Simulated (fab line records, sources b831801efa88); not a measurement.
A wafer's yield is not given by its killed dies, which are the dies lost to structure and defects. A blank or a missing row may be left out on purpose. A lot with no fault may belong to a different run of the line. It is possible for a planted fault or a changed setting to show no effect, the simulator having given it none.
Which tool was responsible? ; flow sfq line ; Sampling: 14 lots, 42 wafers, 5 of 325 route steps

## WHAT EACH GAUGE READ, for each wafer
SFQ_M6_OVL_MEAS_940. Usual: for M6_OVL the level is 2 nm and the standard deviation is 5.4.
lot;measured;on;M6_OVL (nm);flag
L223;day 75 18:40;overlay-01;0 -2 -6;
L224;day 75 23:28;overlay-02;0 1 -3;
L225;day 76 04:16;overlay-02;0 7 -1;
L227;day 76 09:04;overlay-02;-7 -3 -3;
L229;day 76 18:40;overlay-01;6 4 4;
L230;day 76 19:52;overlay-01;-2 3 -2;
L234;day 77 01:52;overlay-01;0 -2 -3;
L236;day 77 05:28;overlay-01;3 6 9;
L240;day 77 22:16;overlay-01;-3 3 5;
L242;day 79 15:10;overlay-02;-2 -3 8;
L243;day 80 11:43;overlay-01;-1 3 1;
L244;day 80 23:07;overlay-01;-5 -3 -3;
L245;day 81 00:19;overlay-01;15 5 11;
L246;day 82 12:56;overlay-02;9 6 10;

## EACH LOT AND THE TOOL THAT RAN IT (in order: tool; ch and the chambers of the sampled wafers; start)
lot;SFQ_TRILAYER_A5C_DEP_PECVD_142;SFQ_TRILAYER_I5_BARC_OPEN_VIA_ETCH_200;SFQ_TRILAYER_I5_STRIP_STRIP_148;SFQ_TRILAYER_C5_ETCH_VIA_ETCH_154
L223;pecvd-04 ch 0,1, day 65 10:27;rie diel-03 ch 0,1, day 65 13:16;rie metal-01 ch 0, day 65 13:28;rie diel-04 ch 0,1, day 70 16:55
L224;pecvd-04 ch 0,1,2, day 65 20:03;rie diel-03 ch 2,3, day 65 23:41;rie metal-03 ch 0,1, day 65 23:52;rie diel-01 ch 0,3, day 71 00:07
L225;pecvd-01 ch 0,1, day 65 23:39;rie diel-02 ch 2,3, day 66 01:58;rie metal-03 ch 0,1, day 66 02:21;rie diel-04 ch 0,1, day 71 02:38
L227;pecvd-03 ch 0,1,2, day 66 04:27;rie diel-03 ch 1,2,3, day 66 06:46;rie metal-01 ch 0,1, day 66 06:57;rie diel-04 ch 0,2,3, day 71 05:47
L229;pecvd-03 ch 1,2, day 66 15:12;rie diel-01 ch 0,2, day 71 12:12;rie metal-01 ch 0,1, day 71 12:23;rie diel-04 ch 1,3, day 71 15:29
L230;pecvd-01 ch 1,2, day 66 16:11;rie diel-03 ch 0,1,3, day 71 13:24;rie metal-03 ch 0,1, day 71 13:35;rie diel-01 ch 0,1,3, day 71 16:53
L234;pecvd-04 ch 0,1,2, day 66 20:59;rie diel-01 ch 0,2,3, day 71 19:24;rie metal-02 ch 1, day 71 19:59;rie diel-01 ch 1,2, day 71 23:17
L236;pecvd-04 ch 0,1,2, day 66 23:23;rie diel-02 ch 0,1,3, day 72 00:12;rie metal-02 ch 1, day 72 00:23;rie diel-01 ch 0,2,3, day 72 04:17
L240;pecvd-01 ch 0,1,2, day 67 14:53;rie diel-03 ch 0,1,3, day 72 15:48;rie metal-01 ch 0,1, day 72 15:59;rie diel-01 ch 0,1,2, day 72 19:05
L242;pecvd-01 ch 1,2, day 70 09:04;rie diel-01 ch 0,1,3, day 75 10:18;rie metal-02 ch 0,1, day 75 10:41;rie diel-01 ch 0,1,2, day 79 09:32
L243;pecvd-03 ch 0,1, day 70 19:11;rie diel-03 ch 0,1,2, day 75 19:54;rie metal-01 ch 0,1, day 75 20:05;rie diel-02 ch 0,2,3, day 80 08:20
L244;pecvd-03 ch 0,1,2, day 71 08:41;rie diel-03 ch 0,2,3, day 76 10:18;rie metal-01 ch 0, day 76 10:41;rie diel-04 ch 0,2, day 80 19:08
L245;pecvd-04 ch 0,1,2, day 71 09:21;rie diel-02 ch 1,2,3, day 76 11:30;rie metal-02 ch 0,1, day 76 11:41;rie diel-02 ch 0,2, day 80 20:20
L246;pecvd-04 ch 0,1,2, day 80 04:24;rie diel-01 ch 0,1,3, day 80 06:43;rie metal-02 ch 0,1, day 80 06:54;rie diel-04 ch 2,3, day 81 19:14
- SFQ_TRILAYER_A5C_DEP_PECVD_142: deposits SiO2 from SiH4/N2O, time 15.556 s, target thk 70 nm.
- SFQ_TRILAYER_I5_BARC_OPEN_VIA_ETCH_200: etches BARC in O2, target depth 125 nm, time 41.7 s.
- SFQ_TRILAYER_I5_STRIP_STRIP_148: strips in O2.
- SFQ_TRILAYER_C5_ETCH_VIA_ETCH_154: etches SiO2 in CHF3, stops on Nb, target depth 84 nm.

## WHAT THE TOOLS THEMSELVES READ (means of the sampled wafers that have a number; where no wafer has one, the mark that the record gives instead)
SFQ_TRILAYER_A5C_DEP_PECVD_142. Usual: heater power w 83 W, standard deviation 11; susceptor temp C 149.99 C, standard deviation 0.14; throttle valve pct 24.6 %, standard deviation 1.2.
lot;tool;heater power w (W);susceptor temp C (C);throttle valve pct (%);flag
L223;pecvd-04;95;150.03;23.3;
L224;pecvd-04;86;149.99;23.7;
L225;pecvd-01;90;149.95;23.6;
L227;pecvd-03;76;150.05;25.8;
L229;pecvd-03;74;150.05;26.2;
L230;pecvd-01;86;149.95;23.4;
L234;pecvd-04;89;149.96;23.7;
L236;pecvd-04;89;150.01;23.7;
L240;pecvd-01;86;150.05;24.0;
L242;pecvd-01;76;150.08;23.6;
L243;pecvd-03;76;149.95;25.4;
L244;pecvd-03;79;149.87;25.8;
L245;pecvd-04;87;150.07;24.0;
L246;pecvd-04;89;149.96;24.6;

SFQ_TRILAYER_I5_BARC_OPEN_VIA_ETCH_200. Usual: drypump motor current A 5.8 A, standard deviation 0.62; oes product au 0.686 a.u., standard deviation 0.0047.
lot;tool;drypump motor current A (A);oes product au (a.u.);flag
L223;rie diel-03;6.4;0.685;
L224;rie diel-03;5.7;0.689;
L225;rie diel-02;5.6;0.679;
L227;rie diel-03;5.9;0.685;
L229;rie diel-01;5.8;0.683;
L230;rie diel-03;6.3;0.687;
L234;rie diel-01;6.3;0.687;
L236;rie diel-02;5.6;0.689;
L240;rie diel-03;6.3;0.685;
L242;rie diel-01;5.6;0.690;
L243;rie diel-03;6.1;0.681;
L244;rie diel-03;5.8;0.689;
L245;rie diel-02;5.4;0.683;
L246;rie diel-01;5.6;0.679;

SFQ_TRILAYER_I5_STRIP_STRIP_148. Usual: drypump motor current A 5.7 A, standard deviation 0.34; he backside leak sccm 3.61 sccm, standard deviation 0.23; oes product au 1.000 a.u., standard deviation 0.0071.
lot;tool;drypump motor current A (A);he backside leak sccm (sccm);oes product au (a.u.);flag
L223;rie metal-01;5.6;3.56;0.990;
L224;rie metal-03;6.3;3.55;0.997;
L225;rie metal-03;6.1;3.54;0.995;
L227;rie metal-01;5.6;3.76;0.991;
L229;rie metal-01;5.6;3.70;1.001;
L230;rie metal-03;6.3;3.80;0.996;
L234;rie metal-02;5.4;3.47;0.998;
L236;rie metal-02;5.4;3.51;0.999;
L240;rie metal-01;5.6;3.80;0.997;
L242;rie metal-02;5.6;3.49;1.005;
L243;rie metal-01;5.6;3.42;0.997;
L244;rie metal-01;5.6;3.62;0.996;
L245;rie metal-02;5.6;3.55;1.007;
L246;rie metal-02;5.6;3.63;1.003;

SFQ_TRILAYER_C5_ETCH_VIA_ETCH_154. Usual: drypump motor current A 5.7 A, standard deviation 0.64; oes product au 0.896 a.u., standard deviation 0.0098.
lot;tool;drypump motor current A (A);oes product au (a.u.);flag
L223;rie diel-04;5.3;0.893;
L224;rie diel-01;6.2;0.897;
L225;rie diel-04;5.3;0.886;
L227;rie diel-04;5.8;0.898;
L229;rie diel-04;5.7;0.911;
L230;rie diel-01;5.6;0.888;
L234;rie diel-01;6.1;0.929;OFF
L236;rie diel-01;6.3;0.967;OFF
L240;rie diel-01;5.6;0.892;
L242;rie diel-01;5.6;0.885;
L243;rie diel-02;5.7;0.906;
L244;rie diel-04;5.5;0.900;
L245;rie diel-02;5.6;0.895;
L246;rie diel-04;5.9;0.885;

## THE ANSWER, worked out from the rows above alone
Rule: a lot counts as off when the mean over its wafers that have a number is more than 3 standard deviations away from the usual mean. A lot without any number at a reading at which 4 lots or more have one is off too. The other lots that the step has rows for count as sound. Order of review: gauges by route order, followed by the tools' own readings, for which a lot's mean as printed above is used. The first step at which some lot is off is used, and at that step the reading that is off furthest; a lot without a number counts as furthest.
Off at SFQ_TRILAYER_C5_ETCH_VIA_ETCH_154 (oes product au): L234, L236.
A tool fits if, at that step or a process step before it, it ran every lot that is off, and no sound lot after the first of them. Of those tried, none fits.

## WHAT THE SIMULATOR PUT IN
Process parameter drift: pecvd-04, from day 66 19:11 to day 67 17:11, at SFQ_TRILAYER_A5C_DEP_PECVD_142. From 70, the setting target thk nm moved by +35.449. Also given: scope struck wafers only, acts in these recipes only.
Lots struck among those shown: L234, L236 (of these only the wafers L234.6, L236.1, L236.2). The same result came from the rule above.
